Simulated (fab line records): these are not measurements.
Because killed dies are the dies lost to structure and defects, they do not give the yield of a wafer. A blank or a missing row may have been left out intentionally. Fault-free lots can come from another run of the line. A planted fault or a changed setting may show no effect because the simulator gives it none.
What tool caused it? :: flow gf180mcu :: 33 wafers from 11 lots sampled at 2 of the route's 602 steps

WHAT THE GAUGES READ, wafer by wafer
GF_STI_THK_MEAS_30.
lot: L112
measured: day 2 13:13
on: film metro-01
STI_OXIDATION_02_THK (nm): 9.84 10.02 10.24

lot: L113
measured: day 2 18:55
on: film metro-01
STI_OXIDATION_02_THK (nm): 10.32 10.44 10.12

lot: L114
measured: day 2 21:56
on: film metro-03
STI_OXIDATION_02_THK (nm): 10.01 10.11 10.14

lot: L115
measured: day 3 02:08
on: film metro-04
STI_OXIDATION_02_THK (nm): 10.12 10.04 10.19

lot: L116
measured: day 3 10:27
on: film metro-03
STI_OXIDATION_02_THK (nm): 10.09 10.18 10.25

lot: L117
measured: day 3 14:55
on: film metro-03
STI_OXIDATION_02_THK (nm): 3.14 3.19 3.09

lot: L120
measured: day 4 05:55
on: film metro-01
STI_OXIDATION_02_THK (nm): 3.27 3.13 3.25

lot: L122
measured: day 4 15:01
on: film metro-01
STI_OXIDATION_02_THK (nm): 10.29 10.20 10.17

lot: L125
measured: day 5 07:49
on: film metro-03
STI_OXIDATION_02_THK (nm): 10.17 9.99 9.83

lot: L133
measured: day 6 23:44
on: film metro-04
STI_OXIDATION_02_THK (nm): 10.22 10.24 10.30

lot: L134
measured: day 7 04:19
on: film metro-04
STI_OXIDATION_02_THK (nm): 10.33 10.33 10.22

WHICH TOOL RAN EACH LOT (tool, then ch and the chambers of the sampled wafers, then the start)
lot: L112
GF_STI_OXIDATION_29: furnace-01 ch 0, day 2 11:49

lot: L113
GF_STI_OXIDATION_29: furnace-01 ch 0, day 2 17:31

lot: L114
GF_STI_OXIDATION_29: furnace-02 ch 0, day 2 20:31

lot: L115
GF_STI_OXIDATION_29: furnace-01 ch 0, day 3 00:45

lot: L116
GF_STI_OXIDATION_29: furnace-02 ch 0, day 3 09:02

lot: L117
GF_STI_OXIDATION_29: furnace-02 ch 0, day 3 13:31

lot: L120
GF_STI_OXIDATION_29: furnace-02 ch 0, day 4 04:31

lot: L122
GF_STI_OXIDATION_29: furnace-01 ch 0, day 4 13:37

lot: L125
GF_STI_OXIDATION_29: furnace-01 ch 0, day 5 06:24

lot: L133
GF_STI_OXIDATION_29: furnace-01 ch 0, day 6 22:21

lot: L134
GF_STI_OXIDATION_29: furnace-02 ch 0, day 7 02:55
- GF_STI_OXIDATION_29: stabilise 600 s, purge 300 s, target thk 10 nm.

THE ANSWER, worked out from the rows above alone
Rule: what is usual is taken from the lots themselves. The widest of any qualifying gaps counts: lots, ordered by their means at a reading, are off when they make up no more than a third of the lots, leave a main group of 4 or more, and stand apart from it by 3 or more times the standard deviation of that group's means. Not used: any main group whose means are identical at the precision the tables above print for the reading. Also off: a lot with no number at a reading for which 4 or more lots have one. Any other lot the step has rows for is counted as sound.
Off: at GF_STI_THK_MEAS_30 (STI_OXIDATION_02_THK), L117, L120. The main group has a mean of 10.16 nm with a standard deviation of 0.1.
If a tool, at a process step before that reading, ran all the lots that are off and no sound lot after the first of them, it fits. Those tools and the gauges at GF_STI_THK_MEAS_30 are tried in the same way. Of those tried, none fits.

WHAT HAD BEEN PUT IN BY THE SIMULATOR
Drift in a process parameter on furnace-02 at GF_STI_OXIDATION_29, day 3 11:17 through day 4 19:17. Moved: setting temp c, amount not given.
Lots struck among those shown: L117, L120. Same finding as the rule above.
